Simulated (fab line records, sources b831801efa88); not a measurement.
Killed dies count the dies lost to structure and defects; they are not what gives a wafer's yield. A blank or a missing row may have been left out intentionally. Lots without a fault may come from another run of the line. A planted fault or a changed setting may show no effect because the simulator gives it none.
fab line records	flow sfqLine
record lots=6	wafers=17	lastDay=81
route steps=325 shown M3@129 I3@133
lots with no fault: from the same line, run without faults
startH: the number of hours between the record's first day and the start of the first shown wafer of the lot	waitH: time in hours since the lot's previous step	" the same as in the row above	L1.1+2: one row covering several wafers at once	- no value, or no start given	* or withheld: withheld	< > ~ a bound
route shown NAME@n: NAME is a module with steps in the file, n the number in the route of the first one	usual: mean/standard deviation of fault-free wafers	same: alike in all rows	chamber/n: place in a boat	sites: readings site by site	_std_site: how widely they spread, as a standard deviation	_edge_site: mean of outer sites minus mean of inner sites	radiusMm: how far each site lies from the wafer's centre	mask NAME#n: copy n	behind: the last tool/chamber to shape the wafer	hold: what put the lot on hold/how long, in hours/how the hold closed	device: which transistor (n, p or np) failed to switch	end of line: tests run on the same wafers once the route is complete	step lacking rows: just its recipe	killed: at the first sort, the dies lost to defects and structure; wafer yield is something else	map: the dies of a wafer, with x for killed, . for not killed, _ for no die there
set.NAME: the setting the step ran with; set.NAME@STEP: the setting that earlier step ran with	model.NAME: the simulator's own value behind a step, which no gauge read
lots at selected steps of the route; one table per step, one row per wafer
services: the hour from which a tool's chamber was out of use, counted from the record's first day as startH (under 0 if before that day), plus the number of hours and why
## steps
# step SFQ_TRILAYER_M3_BARC_OPEN_METAL_ETCH_100
# recipe maskMaterial=PR	chemistry=O2	targetDepthNm=125	target=BARC	icpW=600	biasW=80	pressureMtorr=10	timeS=41.7
# step SFQ_TRILAYER_M3_ETCH_METAL_ETCH_078
# recipe target=Nb	stopOn=SiO2	maskMaterial=PR	chemistry=Cl2/Ar	targetDepthNm=240	icpW=600	biasW=80	pressureMtorr=10	timeS=120
# usual drypumpMotorCurrentA=5.9/0.48	oesProductAu=0.891/0.0073
lot.wafer	tool	chamber	startH	waitH	drypumpMotorCurrentA	oesProductAu	rfHoursCounterH
L524.1	rieMetal-03	1	689.14	0.0	6.3	0.884	88
L524.3	"	0	"	"	5.5	0.884	-
L524.5	"	0	"	"	5.6	0.889	-
L528.1	rieMetal-01	1	715.96	0.0	5.7	0.889	160
L528.4	"	0	"	"	5.7	0.889	-
L528.6	"	0	"	"	5.8	0.887	-
L540.1	rieMetal-02	1	1048.75	0.0	5.2	0.898	146
L540.4	"	0	"	"	6.5	0.886	-
L542.2	rieMetal-02	0	1052.35	0.0	6.5	0.902	94
L542.4	"	1	"	"	5.2	0.892	-
L542.6	"	0	"	"	6.5	0.896	-
L544.1	rieMetal-02	1	1054.75	0.0	5.2	0.905	147
L544.3	"	1	"	"	5.2	0.904	-
L544.6	"	0	"	"	6.5	0.894	-
L546.2	rieMetal-03	1	1059.55	0.0	6.3	0.891	149
L546.3	"	1	"	"	6.3	0.889	-
L546.6	"	0	"	"	5.5	0.883	-
# step SFQ_TRILAYER_M3_STRIP_STRIP_079
# recipe gas=O2	powerW=200	platenTempC=40	overashFraction=0.65	chemistry=O2	pressureMtorr=50
# usual drypumpMotorCurrentA=5.9/0.48	oesProductAu=1.000/0.008
lot.wafer	tool	chamber	startH	waitH	drypumpMotorCurrentA	oesProductAu	rfHoursCounterH
L524.1	rieMetal-03	1	689.27	0.1	6.3	1.006	88
L524.3	"	0	"	"	5.6	1.002	-
L524.5	"	0	"	"	5.6	1.010	-
L528.1	rieMetal-01	1	716.08	0.1	5.8	1.001	160
L528.4	"	0	"	"	5.8	0.994	-
L528.6	"	0	"	"	5.8	0.993	-
L540.1	rieMetal-02	1	1048.87	0.1	5.2	0.993	146
L540.4	"	0	"	"	6.5	1.000	-
L542.2	rieMetal-02	0	1052.47	0.1	6.5	0.996	94
L542.4	"	1	"	"	5.2	0.987	-
L542.6	"	0	"	"	6.5	0.992	-
L544.1	rieMetal-02	1	1054.87	0.1	5.2	0.981	147
L544.3	"	1	"	"	5.2	0.989	-
L544.6	"	0	"	"	6.5	0.994	-
L546.2	rieMetal-03	1	1059.67	0.1	6.3	1.014	149
L546.3	"	1	"	"	6.3	1.018	-
L546.6	"	0	"	"	5.5	1.008	-
# step SFQ_TRILAYER_M3_STRIP_SOLV_CLEAN_080
# recipe chemistry=NMP	tempC=70	timeS=600
# step SFQ_TRILAYER_I3_DEP_PECVD_081
# recipe material=SiO2	tempC=150	timeS=111.11	pressureTorr=2.4	rfW=183.3	precursor=SiH4/N2O	targetThkNm=500
# usual heaterPowerW=83/7.1	throttleValvePct=24.2/1.1
lot.wafer	tool	chamber	startH	waitH	heaterPowerW	throttleValvePct
L524.1	pecvd-03	1	690.06	0.0	80	22.1
L524.3	"	0	"	"	91	23.1
L524.5	"	0	"	"	93	23.1
L528.1	pecvd-04	2	716.86	0.0	87	24.0
L528.4	"	0	"	"	90	23.3
L528.6	"	1	"	"	71	25.0
L540.1	pecvd-01	1	1049.65	0.0	83	24.7
L540.4	"	1	"	"	87	24.9
L542.2	pecvd-01	0	1053.25	0.0	79	25.0
L542.4	"	0	"	"	79	24.9
L542.6	"	2	"	"	83	26.5
L544.1	pecvd-01	0	1055.65	0.0	81	24.9
L544.3	"	2	"	"	92	26.5
L544.6	"	1	"	"	76	24.8
L546.2	pecvd-03	0	1060.47	0.0	85	24.2
L546.3	"	1	"	"	76	22.7
L546.6	"	2	"	"	90	23.0
# step SFQ_TRILAYER_I3_CMP_CMP_082
# recipe material=SiO2	downForcePsi=3	platenRpm=60	padVelocityMS=0.94248
# step SFQ_I3_BOW_MEAS_922
# recipe mode=bow
# usual I3_BOW=2/10
lot.wafer	tool	chamber	startH	waitH	I3_BOW[um]
L524.1	filmMetro-04	-	693.69	2.5	-17
L524.3	"	-	"	"	-17
L524.5	"	-	"	"	-14
L528.1	filmMetro-01	-	720.09	1.0	2
L528.4	"	-	"	"	-6
L528.6	"	-	"	"	-7
L540.1	filmMetro-04	-	1056.88	1.0	20
L540.4	"	-	"	"	10
L542.2	filmMetro-04	-	1059.90	2.5	-10
L542.4	"	-	"	"	4
L542.6	"	-	"	"	-11
L544.1	filmMetro-04	-	1064.00	1.0	10
L544.3	"	-	"	"	2
L544.6	"	-	"	"	12
L546.2	filmMetro-01	-	1068.90	1.5	-8
L546.3	"	-	"	"	4
L546.6	"	-	"	"	1
# step SFQ_TRILAYER_I3_METRO_MEASURE_083
# usual thkNm=199.8/1.1
lot.wafer	tool	chamber	startH	waitH	thkNm
L524.1	filmMetro-04	-	693.81	0.1	200.9
L524.3	"	-	"	"	199.5
L524.5	"	-	"	"	198.9
L528.1	filmMetro-01	-	720.21	0.1	200.8
L528.4	"	-	"	"	200.7
L528.6	"	-	"	"	200.6
L540.1	filmMetro-04	-	1057.00	0.1	200.9
L540.4	"	-	"	"	200.9
L542.2	filmMetro-04	-	1060.20	0.3	201.4
L542.4	"	-	"	"	201.2
L542.6	"	-	"	"	202.6
L544.1	filmMetro-04	-	1064.12	0.1	198.7
L544.3	"	-	"	"	199.3
L544.6	"	-	"	"	197.4
L546.2	filmMetro-01	-	1069.20	0.3	200.6
L546.3	"	-	"	"	198.3
L546.6	"	-	"	"	197.8
# step SFQ_TRILAYER_I3_VIA_LITHO_COAT_090
# recipe resist=BARC	spinRpm=3000	resistThkNm=62
# step SFQ_TRILAYER_I3_VIA_LITHO_COAT_085
# recipe resist=KrF	spinRpm=3000	resistThkNm=650
# step SFQ_TRILAYER_I3_VIA_LITHO_SOFTBAKE_089
# recipe tempC=withheld	timeS=withheld	resist=KrF
# step SFQ_TRILAYER_I3_VIA_LITHO_EXPOSE_086
# recipe maskId=I3	na=0.6	sourceShape=conventional	sigmaOuter=0.65	targetCdNm=500	doseMj=21.3
# step SFQ_TRILAYER_I3_VIA_LITHO_PEB_088
# recipe pebTempC=115	pebTimeS=60	resist=KrF
# usual chillPlateTempC=23.00/0.095	heaterPowerTotalW=79.15/0.065	resistLineTempC=22.99/0.11
lot.wafer	tool	chamber	startH	waitH	chillPlateTempC	heaterPowerTotalW	resistLineTempC
L524.1	lithoTrack-04	0	848.75	1.0	22.80	78.99	23.03
L524.3	"	0	"	"	22.84	79.04	23.03
L524.5	"	0	"	"	22.89	79.22	22.93
L528.1	lithoTrack-02	0	876.35	1.0	23.13	79.16	22.89
L528.4	"	0	"	"	23.15	79.16	22.91
L528.6	"	0	"	"	23.15	79.00	22.81
L540.1	lithoTrack-02	0	1060.15	1.0	22.94	79.21	22.96
L540.4	"	0	"	"	22.95	79.13	23.15
L542.2	lithoTrack-02	0	1063.78	0.8	23.03	79.02	22.96
L542.4	"	0	"	"	23.01	79.02	23.07
L542.6	"	0	"	"	22.97	79.14	23.13
L544.1	lithoTrack-04	0	1067.27	1.0	22.96	79.16	23.06
L544.3	"	0	"	"	22.91	79.16	23.01
L544.6	"	0	"	"	22.97	79.03	23.17
L546.2	lithoTrack-02	0	1177.45	0.8	22.99	79.13	22.85
L546.3	"	0	"	"	23.02	79.20	22.98
L546.6	"	0	"	"	23.02	79.23	22.89
# step SFQ_TRILAYER_I3_VIA_LITHO_DEVELOP_087
# recipe timeS=60	resist=KrF
# step SFQ_I3_OVL_MEAS_923
# usual I3_OVL=2/6.4
lot.wafer	tool	chamber	startH	waitH	I3_OVL[nm]
L524.1	overlay-01	-	849.05	0.1	12
L524.3	"	-	"	"	7
L524.5	"	-	"	"	9
L528.1	overlay-01	-	876.65	0.1	17
L528.4	"	-	"	"	11
L528.6	"	-	"	"	3
L540.1	overlay-02	-	1060.45	0.1	7
L540.4	"	-	"	"	21
L542.2	overlay-02	-	1064.06	0.1	3
L542.4	"	-	"	"	3
L542.6	"	-	"	"	3
L544.1	overlay-01	-	1067.57	0.1	-4
L544.3	"	-	"	"	-4
L544.6	"	-	"	"	-7
L546.2	overlay-01	-	1179.06	1.4	-14
L546.3	"	-	"	"	-13
L546.6	"	-	"	"	-8
# step SFQ_TRILAYER_I3_VIA_BARC_OPEN_VIA_ETCH_121
# recipe maskMaterial=PR	chemistry=O2	targetDepthNm=125	target=BARC	sourceW=500	biasW=80	pressureMtorr=30	timeS=41.7
# usual drypumpMotorCurrentA=5.7/0.59	oesProductAu=0.685/0.0041
lot.wafer	tool	chamber	startH	waitH	drypumpMotorCurrentA	oesProductAu	rfHoursCounterH	model.I3.cdNm
L524.1	rieDiel-01	1	849.08	0.0	4.9	0.691	5	501.5
L524.3	"	2	"	"	5.1	0.684	9	501
L524.5	"	1	"	"	4.8	0.677	-	501.6
L528.1	rieDiel-04	0	876.68	0.0	6.1	0.683	19	502.5
L528.4	"	3	"	"	5.6	0.692	14	500.7
L528.6	"	2	"	"	6.1	0.680	-	501.7
L540.1	rieDiel-04	2	1060.49	0.0	6.1	0.682	6	503.3
L540.4	"	3	"	"	5.5	0.683	17	535.3
L542.2	rieDiel-02	3	1064.09	0.0	6.3	0.687	14	502.8
L542.4	"	2	"	"	5.4	0.686	10	532.6
L542.6	"	3	"	"	6.3	0.685	-	503.1
L544.1	rieDiel-01	3	1067.61	0.0	4.9	0.687	5	501.1
L544.3	"	2	"	"	5.1	0.685	13	498.8
L544.6	"	0	"	"	6.5	0.688	-	499.2
L546.2	rieDiel-04	1	1179.09	0.0	5.3	0.684	8	498.6
L546.3	"	0	"	"	6.1	0.688	2	497.5
L546.6	"	1	"	"	5.4	0.683	-	497.6
# step SFQ_TRILAYER_I3_VIA_ETCH_VIA_ETCH_088
# recipe target=SiO2	stopOn=Nb	maskMaterial=PR	taperDeg=20	chemistry=CHF3	targetDepthNm=260	sourceW=500	biasW=80	pressureMtorr=30	timeS=withheld
# usual drypumpMotorCurrentA=5.7/0.59	oesProductAu=0.855/0.0054
lot.wafer	tool	chamber	startH	waitH	drypumpMotorCurrentA	oesProductAu	model.I3.cdNm
L524.1	rieDiel-01	1	849.12	0.0	4.8	0.861	498
L524.3	"	2	"	"	5.1	0.853	499.3
L524.5	"	1	"	"	4.8	0.855	499.6
L528.1	rieDiel-04	0	876.72	0.0	6.1	0.860	501.3
L528.4	"	3	"	"	5.5	0.855	499.8
L528.6	"	2	"	"	6.1	0.860	501.4
L540.1	rieDiel-04	2	1060.53	0.0	6.1	0.859	501.4
L540.4	"	3	"	"	5.5	0.861	533.6
L542.2	rieDiel-02	3	1064.13	0.0	6.3	0.860	505.1
L542.4	"	2	"	"	5.4	0.867	535.6
L542.6	"	3	"	"	6.3	0.866	505.3
L544.1	rieDiel-01	3	1067.65	0.0	4.8	0.852	499.4
L544.3	"	2	"	"	5.1	0.854	496.9
L544.6	"	0	"	"	6.6	0.845	498.3
L546.2	rieDiel-04	1	1179.13	0.0	5.4	0.849	500.8
L546.3	"	0	"	"	6.1	0.853	497.9
L546.6	"	1	"	"	5.4	0.843	498.3
# step SFQ_TRILAYER_I3_VIA_STRIP_STRIP_089
# recipe gas=O2	powerW=200	platenTempC=40	overashFraction=0.65	chemistry=O2	pressureMtorr=50
# usual drypumpMotorCurrentA=5.9/0.36	oesProductAu=0.998/0.011
lot.wafer	tool	chamber	startH	waitH	drypumpMotorCurrentA	oesProductAu	rfHoursCounterH
L524.1	rieMetal-01	0	849.24	-	5.8	0.994	147
L524.3	"	0	"	"	5.8	0.994	-
L524.5	"	1	"	"	5.7	0.999	-
L528.1	rieMetal-04	1	876.84	-	5.7	1.021	139
L528.4	"	1	"	"	5.7	1.010	-
L528.6	"	0	"	"	6.3	1.002	-
L540.1	rieMetal-01	0	1060.64	-	5.7	0.999	12
L540.4	"	0	"	"	5.8	1.001	-
L542.2	rieMetal-04	1	1064.24	-	5.7	0.993	13
L542.4	"	0	"	"	6.3	1.018	-
L542.6	"	1	"	"	5.7	0.996	-
L544.1	rieMetal-04	1	1067.76	-	5.7	0.998	13
L544.3	"	1	"	"	5.7	0.982	-
L544.6	"	0	"	"	6.3	1.026	-
L546.2	rieMetal-01	1	1179.25	-	5.7	0.977	62
L546.3	"	1	"	"	5.8	0.979	-
L546.6	"	0	"	"	5.8	1.007	-
## services
tool	chamber	startH	hours	kind
rieMetal-01	0	679.05	3.2	repair
rieDiel-01	0	686.72	12.7	repair
rieDiel-01	1	688.03	4.3	repair
rieDiel-04	-	693.37	0.4	repair
rieDiel-04	0	709.48	1.3	repair
rieMetal-03	1	718.17	6.1	repair
rieDiel-01	1	723.24	11.4	repair
rieMetal-02	-	757.38	2.8	repair
rieDiel-01	3	765.37	7.0	repair
rieDiel-01	3	786.79	3.2	repair
rieMetal-03	1	792.92	1.7	repair
rieDiel-01	0	826.11	9.2	repair
rieMetal-03	-	828.91	2.8	pm
rieDiel-01	0	840.99	5.1	repair
rieDiel-01	3	874.89	12.1	repair
rieDiel-01	2	890.97	5.3	repair
rieDiel-04	-	946.53	0.5	repair
rieDiel-01	3	957.45	25.1	repair
rieMetal-03	-	983.29	1.4	pm
rieMetal-01	-	1037.22	4.5	repair
rieDiel-04	-	1081.86	2.8	pm
rieDiel-04	-	1088.04	1.1	repair
rieDiel-01	0	1088.97	4.0	repair
rieDiel-04	1	1144.78	9.7	repair
## key
firstSign none at tools or gauges
modelEffect step=SFQ_TRILAYER_I3_VIA_BARC_OPEN_VIA_ETCH_121	value=I3.cdNm	without=502.2	struck=534
modelEffect step=SFQ_TRILAYER_I3_VIA_ETCH_VIA_ETCH_088	value=I3.cdNm	without=502.8	struck=534.6
metAt SFQ_TRILAYER_I3_VIA_LITHO_PEB_088
struckWafers L540.4,L542.4
onsetBetween 876.35 1060.15
fault kind=processParameterDrift	tool=lithoTrack-02	chamber=-	onsetH=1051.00	steps=SFQ_TRILAYER_I3_VIA_LITHO_PEB_088	channel=pebTimeS	offset=*	shape=step	endH=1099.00	scope=struckWafersOnly	actsIn=*	stated=*
